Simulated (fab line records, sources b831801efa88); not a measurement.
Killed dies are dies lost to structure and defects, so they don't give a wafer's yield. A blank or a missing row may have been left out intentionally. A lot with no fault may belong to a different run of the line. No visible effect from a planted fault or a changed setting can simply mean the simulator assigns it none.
What tool caused it? | flow sky130 | 39 wafers from 13 lots sampled at 4 of the route's 708 steps

## WHAT THE GAUGES READ, wafer by wafer
SKY_SONOS_ONO_THK_MEAS_01.
lot  | measured     | on            | SONOS_ONO_OXIDATION_THK (nm)
L252 | day 13 00:44 | film_metro-01 | 2.63 2.56 2.59
L253 | day 13 05:00 | film_metro-03 | 2.58 2.61 2.61
L254 | day 13 18:08 | film_metro-01 | 2.60 2.52 2.50
L255 | day 14 03:26 | film_metro-02 | 2.56 2.62 2.63
L256 | day 14 06:41 | film_metro-02 | 2.54 2.56 2.53
L257 | day 14 08:42 | film_metro-03 | 2.58 2.54 2.57
L259 | day 15 03:44 | film_metro-03 | 2.56 2.56 2.56
L261 | day 16 02:33 | film_metro-03 | 2.56 2.61 2.56
L262 | day 16 07:41 | film_metro-03 | 2.51 2.64 2.66
L267 | day 17 20:20 | film_metro-01 | 2.58 2.59 2.50
L268 | day 19 03:31 | film_metro-02 | 2.56 2.67 2.59
L270 | day 19 07:22 | film_metro-03 | 2.66 2.59 2.59
L269 | day 19 13:02 | film_metro-03 | 2.52 2.61 2.58

SKY_CONTACT_THK_MEAS_26: measures by xrf.
lot  | measured     | on            | CONTACT_W_THK (nm)
L252 | day 33 02:04 | film_metro-01 | 318 321 320
L253 | day 33 08:10 | film_metro-01 | 324 327 326
L254 | day 33 16:08 | film_metro-01 | 331 324 323
L255 | day 34 04:07 | film_metro-03 | 338 335 332
L256 | day 34 08:25 | film_metro-01 | 312 322 309
L257 | day 34 10:49 | film_metro-01 | 321 320 319
L259 | day 35 06:22 | film_metro-02 | 341 330 338
L261 | day 36 08:34 | film_metro-03 | 329 343 347
L262 | day 36 13:12 | film_metro-02 | 340 337 339
L267 | day 37 17:59 | film_metro-02 | 334 331 335
L268 | day 38 21:17 | film_metro-02 | 325 325 325
L270 | day 38 22:33 | film_metro-01 | 324 324 324
L269 | day 39 06:34 | film_metro-01 | 326 321 323

## WHAT TOOL EACH LOT RAN ON (gives the tool, then ch and the chambers of the sampled wafers, and finally the start)
lot  | SKY_DNWELL_STRIP_08                 | SKY_LDD_HVN_EXPOSE_04
L252 | plasma_asher-01 ch 0,1, day 4 09:23 | iline_stepper-01 ch 0, day 21 13:32
L253 | plasma_asher-03 ch 0,1, day 4 12:30 | iline_stepper-02 ch 0, day 21 20:19
L254 | plasma_asher-04 ch 0,1, day 4 19:34 | iline_stepper-01 ch 0, day 22 08:19
L255 | plasma_asher-03 ch 1, day 5 01:58   | iline_stepper-02 ch 0, day 22 20:16
L256 | plasma_asher-04 ch 1, day 5 04:05   | iline_stepper-01 ch 0, day 22 23:11
L257 | plasma_asher-01 ch 0,1, day 5 06:49 | iline_stepper-01 ch 0, day 23 02:36
L259 | plasma_asher-04 ch 1, day 5 21:17   | iline_stepper-01 ch 0, day 23 18:01
L261 | plasma_asher-01 ch 0,1, day 6 10:28 | iline_stepper-02 ch 0, day 24 23:41
L262 | plasma_asher-03 ch 0,1, day 6 14:31 | iline_stepper-01 ch 0, day 25 05:26
L267 | plasma_asher-04 ch 0,1, day 7 15:50 | iline_stepper-02 ch 0, day 26 15:52
L268 | plasma_asher-03 ch 0, day 8 12:59   | iline_stepper-01 ch 0, day 28 02:04
L270 | plasma_asher-03 ch 0,1, day 8 14:28 | iline_stepper-01 ch 0, day 28 02:32
L269 | plasma_asher-01 ch 0,1, day 8 19:04 | iline_stepper-02 ch 0, day 28 11:17
- SKY_DNWELL_STRIP_08: strips in O2/N2.
- SKY_LDD_HVN_EXPOSE_04: exposes mask HVNTM, target cd 700 nm.

## WHAT THE TOOLS THEMSELVES READ (means of the sampled wafers that have a number; where no wafer has one, the mark that the record gives instead)
SKY_DNWELL_STRIP_08.
lot  | tool            | drypump_motor_current_A (A) | oes_product_au (a.u.) | strip_time_to_endpoint_s (s)
L252 | plasma_asher-01 | 5.8                         | 0.719                 | 37.06
L253 | plasma_asher-03 | 6.2                         | 0.722                 | 37.05
L254 | plasma_asher-04 | 5.4                         | 0.716                 | 36.82
L255 | plasma_asher-03 | 6.5                         | 0.720                 | 37.03
L256 | plasma_asher-04 | 5.1                         | 0.722                 | 37.11
L257 | plasma_asher-01 | 6.1                         | 0.724                 | 37.02
L259 | plasma_asher-04 | 5.1                         | 0.725                 | 36.85
L261 | plasma_asher-01 | 6.1                         | 0.723                 | 36.96
L262 | plasma_asher-03 | 5.8                         | 0.723                 | 37.15
L267 | plasma_asher-04 | 5.5                         | 0.722                 | 37.02
L268 | plasma_asher-03 | 5.5                         | 0.727                 | 37.20
L270 | plasma_asher-03 | 6.2                         | 0.724                 | 36.76
L269 | plasma_asher-01 | 5.8                         | 0.725                 | 37.05

SKY_LDD_HVN_EXPOSE_04.
lot  | tool             | exposure_dose_mJ_cm2 | reticle_temp_C (C)
L252 | iline_stepper-01 | 127.09               | 23.25
L253 | iline_stepper-02 | 127.03               | 22.89
L254 | iline_stepper-01 | 126.88               | 23.21
L255 | iline_stepper-02 | 127.15               | 22.83
L256 | iline_stepper-01 | 127.04               | 22.98
L257 | iline_stepper-01 | 127.03               | 23.06
L259 | iline_stepper-01 | 127.01               | 22.93
L261 | iline_stepper-02 | 126.99               | 23.02
L262 | iline_stepper-01 | 134.15               | 23.00
L267 | iline_stepper-02 | 127.19               | 22.96
L268 | iline_stepper-01 | 134.07               | 23.09
L270 | iline_stepper-01 | 134.07               | 23.04
L269 | iline_stepper-02 | 126.99               | 23.01

## THE ANSWER, worked out from the rows above alone
Rule: the lots themselves supply what counts as usual. Put in order of their means at a reading, lots are off if they are a third of the lots or fewer, leave a main group of 4 or more, and stand apart from it by a gap of 3 or more times the standard deviation of the main group's means; of several such gaps the widest counts. If all means in a main group match to the digits the tables above print for the reading, that group is not used. A lot without any number at a reading at which 4 lots or more have one is off too. Where the step has rows for the other lots, those lots are counted as sound. The gauges are gone through in route order, then the tools' own readings, and for those a lot's mean is taken as printed above. At the first step where some lot is off, the reading lying furthest off is the one used; lots without a number count as furthest.
Off at SKY_LDD_HVN_EXPOSE_04 (exposure_dose_mJ_cm2): L262, L268, L270. The main group has a mean of 127.04 with a standard deviation of 0.083.
A tool fits if, at that step or a process step before it, it ran every lot that is off, and no sound lot after the first of them. This does not decide it: 2 tools fit, namely plasma_asher-03 at SKY_DNWELL_STRIP_08 and iline_stepper-01 at SKY_LDD_HVN_EXPOSE_04.

## WHAT THE SIMULATOR PUT IN
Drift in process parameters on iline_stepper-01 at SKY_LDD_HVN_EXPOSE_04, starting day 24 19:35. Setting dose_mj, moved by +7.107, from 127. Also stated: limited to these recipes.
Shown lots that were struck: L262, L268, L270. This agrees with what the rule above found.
